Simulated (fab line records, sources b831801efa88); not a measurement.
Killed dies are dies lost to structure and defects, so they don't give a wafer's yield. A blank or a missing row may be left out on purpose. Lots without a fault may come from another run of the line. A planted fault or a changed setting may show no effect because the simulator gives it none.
Chamber matching | flow sfq_line | SFQ_TRILAYER_I6_DEP_PECVD_165 on pecvd-02: 3 sister chambers
The step deposits SiO2 from SiH4/N2O, time 111.11 s, target thk 500 nm. 3 wafers are shown with their chamber, then 7 later ones without.

WAFERS WITH THEIR CHAMBER
wafer  | chamber | showerhead_vpp_V (V)
L869.2 | 0       | 842
L878.5 | 2       | 881
L880.4 | 1       | 862

WAFERS WITHOUT THEIR CHAMBER
wafer  | showerhead_vpp_V (V)
L880.5 | 861
L881.1 | 873
L881.3 | 838
L881.6 | 877
L884.1 | 880
L884.3 | 842
L884.6 | 843

WHICH CHAMBER EACH WENT THROUGH
wafer  | from the rows above     | in truth
L880.5 | 1                       | 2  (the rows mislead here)
L881.1 | can't be placed: 2 or 1 | 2
L881.3 | 0                       | 0
L881.6 | 2                       | 2
L884.1 | 2                       | 2
L884.3 | 0                       | 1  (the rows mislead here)
L884.6 | 0                       | 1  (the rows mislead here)
Placed correctly: 3 of 7. Can't be placed from these rows: 1 (the true chamber is among the candidates in 1). Placed wrongly: 3.
How it was worked out, from the rows above alone: a wafer's distance from a chamber is the root of the sum, over the readings, of the square of ((its reading less the chamber's mean) divided by the reading's scatter). The wafer belongs to the nearest chamber; if the next one is less than 2 further off, it can't be placed. A chamber's mean is the mean of its shown wafers. The scatter: with one shown wafer a chamber, the root of the mean of the squares of how far each hidden wafer lies from its nearest shown one.
